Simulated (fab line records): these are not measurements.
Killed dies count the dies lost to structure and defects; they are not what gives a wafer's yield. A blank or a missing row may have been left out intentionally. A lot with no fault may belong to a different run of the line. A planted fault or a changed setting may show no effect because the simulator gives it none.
Which tool was responsible? / flow gf180mcu / 11 lots, 33 wafers sampled, at 6 steps of a route of 602

== WHAT EACH GAUGE READ, for each wafer ==
GF_M3_OVL_MEAS_15.
lot=L593; measured=day 22 10:44; on=overlay-01; M3_OVL (nm)=-2 -12 1
lot=L596; measured=day 23 13:51; on=overlay-01; M3_OVL (nm)=-8 -6 -5
lot=L601; measured=day 25 20:17; on=overlay-01; M3_OVL (nm)=2 -2 1
lot=L603; measured=day 26 04:53; on=overlay-01; M3_OVL (nm)=0 -5 4
lot=L604; measured=day 26 11:55; on=overlay-01; M3_OVL (nm)=-11 -4 -4
lot=L606; measured=day 26 21:29; on=overlay-02; M3_OVL (nm)=-10 -5 -9
lot=L609; measured=day 27 17:29; on=overlay-02; M3_OVL (nm)=-16 -6 -8
lot=L610; measured=day 28 03:32; on=overlay-01; M3_OVL (nm)=-7 -5 -9
lot=L611; measured=day 28 08:17; on=overlay-01; M3_OVL (nm)=-3 -11 -4
lot=L612; measured=day 28 14:29; on=overlay-02; M3_OVL (nm)=2 -1 2
lot=L613; measured=day 28 22:11; on=overlay-01; M3_OVL (nm)=0 -4 -7

GF_M4_RS_MEAS_05: uses a four-point probe to measure.
lot=L593; measured=day 23 12:40; on=filmMetro-02; M4_ALCU_RS (ohm/sq)=0.0693 0.0682 0.0695
lot=L596; measured=day 24 14:28; on=filmMetro-03; M4_ALCU_RS (ohm/sq)=0.0697 0.0696 0.0698
lot=L601; measured=day 26 19:48; on=filmMetro-04; M4_ALCU_RS (ohm/sq)=0.0704 0.0706 0.0698
lot=L603; measured=day 27 04:17; on=filmMetro-04; M4_ALCU_RS (ohm/sq)=7.1582 7.1585 7.1197
lot=L604; measured=day 27 11:08; on=filmMetro-04; M4_ALCU_RS (ohm/sq)=7.2079 7.1588 7.1646
lot=L606; measured=day 27 20:29; on=filmMetro-03; M4_ALCU_RS (ohm/sq)=7.2364 7.2688 7.2374
lot=L609; measured=day 28 15:46; on=filmMetro-03; M4_ALCU_RS (ohm/sq)=0.0689 0.0675 0.0686
lot=L610; measured=day 29 02:10; on=filmMetro-04; M4_ALCU_RS (ohm/sq)=0.0676 0.0688 0.0691
lot=L611; measured=day 29 06:26; on=filmMetro-03; M4_ALCU_RS (ohm/sq)=0.0689 0.0678 0.0692
lot=L612; measured=day 29 12:30; on=filmMetro-04; M4_ALCU_RS (ohm/sq)=0.0699 0.0689 0.0697
lot=L613; measured=day 29 19:46; on=filmMetro-03; M4_ALCU_RS (ohm/sq)=0.0687 0.0685 0.0687

GF_M4_THK_MEAS_06: measures by xrf.
lot=L593; measured=day 23 12:46; on=filmMetro-02; M4_ALCU_THK (nm)=447 454 446
lot=L596; measured=day 24 14:35; on=filmMetro-03; M4_ALCU_THK (nm)=447 447 444
lot=L601; measured=day 26 19:55; on=filmMetro-04; M4_ALCU_THK (nm)=439 435 441
lot=L603; measured=day 27 04:23; on=filmMetro-04; M4_ALCU_THK (nm)=<0 <0 <0
lot=L604; measured=day 27 11:16; on=filmMetro-04; M4_ALCU_THK (nm)=<0 <0 <0
lot=L606; measured=day 27 20:37; on=filmMetro-03; M4_ALCU_THK (nm)=<0 <0 <0
lot=L609; measured=day 28 15:53; on=filmMetro-03; M4_ALCU_THK (nm)=449 459 452
lot=L610; measured=day 29 02:17; on=filmMetro-04; M4_ALCU_THK (nm)=461 450 447
lot=L611; measured=day 29 06:33; on=filmMetro-03; M4_ALCU_THK (nm)=451 459 449
lot=L612; measured=day 29 12:37; on=filmMetro-04; M4_ALCU_THK (nm)=443 450 444
lot=L613; measured=day 29 19:53; on=filmMetro-03; M4_ALCU_THK (nm)=453 453 452

== EACH LOT AND THE TOOL THAT RAN IT (in order: tool; ch and the chambers of the sampled wafers; start) ==
lot=L593; GF_V3_ETCH_16=rieDiel-03 ch 0,1,2, day 23 10:43; GF_M4_SPUTTER_00=pvdSputter-04, day 23 12:25; GF_M4_SPUTTER_02=pvdSputter-04, day 23 12:33
lot=L596; GF_V3_ETCH_16=rieDiel-04 ch 0,1,2, day 24 12:52; GF_M4_SPUTTER_00=pvdSputter-01, day 24 14:15; GF_M4_SPUTTER_02=pvdSputter-01, day 24 14:23
lot=L601; GF_V3_ETCH_16=rieDiel-03 ch 0,1,3, day 26 18:04; GF_M4_SPUTTER_00=pvdSputter-01, day 26 19:32; GF_M4_SPUTTER_02=pvdSputter-01, day 26 19:41
lot=L603; GF_V3_ETCH_16=rieDiel-01 ch 1,2,3, day 27 02:40; GF_M4_SPUTTER_00=pvdSputter-04, day 27 04:01; GF_M4_SPUTTER_02=pvdSputter-04, day 27 04:09
lot=L604; GF_V3_ETCH_16=rieDiel-04 ch 0,1,2, day 27 09:34; GF_M4_SPUTTER_00=pvdSputter-03, day 27 10:55; GF_M4_SPUTTER_02=pvdSputter-03, day 27 11:03
lot=L606; GF_V3_ETCH_16=rieDiel-01 ch 0,1,2, day 27 18:55; GF_M4_SPUTTER_00=pvdSputter-04, day 27 20:16; GF_M4_SPUTTER_02=pvdSputter-04, day 27 20:24
lot=L609; GF_V3_ETCH_16=rieDiel-01 ch 1,2,3, day 28 14:10; GF_M4_SPUTTER_00=pvdSputter-04, day 28 15:32; GF_M4_SPUTTER_02=pvdSputter-04, day 28 15:40
lot=L610; GF_V3_ETCH_16=rieDiel-04 ch 1,2, day 29 00:34; GF_M4_SPUTTER_00=pvdSputter-04, day 29 01:55; GF_M4_SPUTTER_02=pvdSputter-04, day 29 02:03
lot=L611; GF_V3_ETCH_16=rieDiel-01 ch 0,2,3, day 29 04:49; GF_M4_SPUTTER_00=pvdSputter-04, day 29 06:13; GF_M4_SPUTTER_02=pvdSputter-04, day 29 06:20
lot=L612; GF_V3_ETCH_16=rieDiel-01 ch 0,1,2, day 29 10:52; GF_M4_SPUTTER_00=pvdSputter-03, day 29 12:16; GF_M4_SPUTTER_02=pvdSputter-03, day 29 12:23
lot=L613; GF_V3_ETCH_16=rieDiel-03 ch 0,2,3, day 29 18:11; GF_M4_SPUTTER_00=pvdSputter-01, day 29 19:32; GF_M4_SPUTTER_02=pvdSputter-01, day 29 19:40
- GF_V3_ETCH_16: etches BARC in N2/H2.
- GF_M4_SPUTTER_00: material Ti, target thk 37.5 nm, time 145 s.
- GF_M4_SPUTTER_02: material AlCu, target thk 450 nm, time 23.9 s.

== WHAT THE TOOLS THEMSELVES READ (means of the sampled wafers that have a number; where no wafer has one, the mark that the record gives instead) ==
GF_V3_ETCH_16.
lot=L593; tool=rieDiel-03; drypumpMotorCurrentA (A)=5.6; oesProductAu (a.u.)=0.850; throttleValvePct (%)=13.228
lot=L596; tool=rieDiel-04; drypumpMotorCurrentA (A)=5.8; oesProductAu (a.u.)=0.856; throttleValvePct (%)=13.224
lot=L601; tool=rieDiel-03; drypumpMotorCurrentA (A)=5.6; oesProductAu (a.u.)=0.856; throttleValvePct (%)=13.231
lot=L603; tool=rieDiel-01; drypumpMotorCurrentA (A)=5.8; oesProductAu (a.u.)=0.852; throttleValvePct (%)=13.233
lot=L604; tool=rieDiel-04; drypumpMotorCurrentA (A)=5.8; oesProductAu (a.u.)=0.859; throttleValvePct (%)=13.220
lot=L606; tool=rieDiel-01; drypumpMotorCurrentA (A)=5.6; oesProductAu (a.u.)=0.855; throttleValvePct (%)=13.229
lot=L609; tool=rieDiel-01; drypumpMotorCurrentA (A)=5.8; oesProductAu (a.u.)=0.858; throttleValvePct (%)=13.226
lot=L610; tool=rieDiel-04; drypumpMotorCurrentA (A)=5.8; oesProductAu (a.u.)=0.851; throttleValvePct (%)=13.223
lot=L611; tool=rieDiel-01; drypumpMotorCurrentA (A)=6.0; oesProductAu (a.u.)=0.855; throttleValvePct (%)=13.229
lot=L612; tool=rieDiel-01; drypumpMotorCurrentA (A)=5.6; oesProductAu (a.u.)=0.852; throttleValvePct (%)=13.228
lot=L613; tool=rieDiel-03; drypumpMotorCurrentA (A)=5.7; oesProductAu (a.u.)=0.858; throttleValvePct (%)=13.233

GF_M4_SPUTTER_00.
lot=L593; tool=pvdSputter-04; cathodeDcPowerW (W)=3999.2; chamberPressurePa (Pa)=2.002; throttleValvePct (%)=29.5
lot=L596; tool=pvdSputter-01; cathodeDcPowerW (W)=3999.7; chamberPressurePa (Pa)=1.997; throttleValvePct (%)=30.0
lot=L601; tool=pvdSputter-01; cathodeDcPowerW (W)=3999.3; chamberPressurePa (Pa)=1.995; throttleValvePct (%)=30.0
lot=L603; tool=pvdSputter-04; cathodeDcPowerW (W)=3999.9; chamberPressurePa (Pa)=1.998; throttleValvePct (%)=29.5
lot=L604; tool=pvdSputter-03; cathodeDcPowerW (W)=4000.1; chamberPressurePa (Pa)=1.999; throttleValvePct (%)=29.2
lot=L606; tool=pvdSputter-04; cathodeDcPowerW (W)=4000.4; chamberPressurePa (Pa)=1.999; throttleValvePct (%)=29.7
lot=L609; tool=pvdSputter-04; cathodeDcPowerW (W)=4000.2; chamberPressurePa (Pa)=1.999; throttleValvePct (%)=29.5
lot=L610; tool=pvdSputter-04; cathodeDcPowerW (W)=4000.1; chamberPressurePa (Pa)=1.999; throttleValvePct (%)=29.6
lot=L611; tool=pvdSputter-04; cathodeDcPowerW (W)=3999.7; chamberPressurePa (Pa)=1.995; throttleValvePct (%)=29.4
lot=L612; tool=pvdSputter-03; cathodeDcPowerW (W)=4000.2; chamberPressurePa (Pa)=1.997; throttleValvePct (%)=30.3
lot=L613; tool=pvdSputter-01; cathodeDcPowerW (W)=3999.8; chamberPressurePa (Pa)=2.007; throttleValvePct (%)=30.2

GF_M4_SPUTTER_02.
lot=L593; tool=pvdSputter-04; cathodeDcPowerW (W)=10600; chamberPressurePa (Pa)=0.4007; throttleValvePct (%)=29.5
lot=L596; tool=pvdSputter-01; cathodeDcPowerW (W)=10601; chamberPressurePa (Pa)=0.3996; throttleValvePct (%)=30.1
lot=L601; tool=pvdSputter-01; cathodeDcPowerW (W)=10601; chamberPressurePa (Pa)=0.3998; throttleValvePct (%)=30.2
lot=L603; tool=pvdSputter-04; cathodeDcPowerW (W)=-; chamberPressurePa (Pa)=-; throttleValvePct (%)=-
lot=L604; tool=pvdSputter-03; cathodeDcPowerW (W)=-; chamberPressurePa (Pa)=-; throttleValvePct (%)=-
lot=L606; tool=pvdSputter-04; cathodeDcPowerW (W)=-; chamberPressurePa (Pa)=-; throttleValvePct (%)=-
lot=L609; tool=pvdSputter-04; cathodeDcPowerW (W)=10602; chamberPressurePa (Pa)=0.3999; throttleValvePct (%)=29.5
lot=L610; tool=pvdSputter-04; cathodeDcPowerW (W)=10600; chamberPressurePa (Pa)=0.3997; throttleValvePct (%)=29.5
lot=L611; tool=pvdSputter-04; cathodeDcPowerW (W)=10598; chamberPressurePa (Pa)=0.4000; throttleValvePct (%)=29.4
lot=L612; tool=pvdSputter-03; cathodeDcPowerW (W)=10601; chamberPressurePa (Pa)=0.3996; throttleValvePct (%)=30.4
lot=L613; tool=pvdSputter-01; cathodeDcPowerW (W)=10601; chamberPressurePa (Pa)=0.3996; throttleValvePct (%)=30.2

== THE ANSWER, worked out from the rows above alone ==
Rule: what is usual is taken from the lots themselves. Put in order of their means at a reading, lots are off if they are a third of the lots or fewer, leave a main group of 4 or more, and stand apart from it by a gap of 3 or more times the standard deviation of the main group's means; of several such gaps the widest counts. A main group whose means are all the same, to the digits that the tables above print for the reading, isn't used. A lot without any number at a reading at which 4 lots or more have one is off too. Any other lot the step has rows for is counted as sound. Order of review: gauges by route order, followed by the tools' own readings, for which a lot's mean as printed above is used. At the first step where some lot is off, the reading lying furthest off is the one used; lots without a number count as furthest.
Off: L603, L604, L606, at GF_M4_RS_MEAS_05 (M4_ALCU_RS). For the main group the mean is 0.0691 ohm/sq and the standard deviation 0.00064.
If a tool, at a process step before that reading, ran all the lots that are off and no sound lot after the first of them, it fits. The gauges at GF_M4_RS_MEAS_05 aren't tried: what is off there is off at GF_M4_SPUTTER_02 too, on other tools, and a gauge's error can't cause that. No candidate that was tried fits.

== WHAT WAS PUT IN BY THE SIMULATOR ==
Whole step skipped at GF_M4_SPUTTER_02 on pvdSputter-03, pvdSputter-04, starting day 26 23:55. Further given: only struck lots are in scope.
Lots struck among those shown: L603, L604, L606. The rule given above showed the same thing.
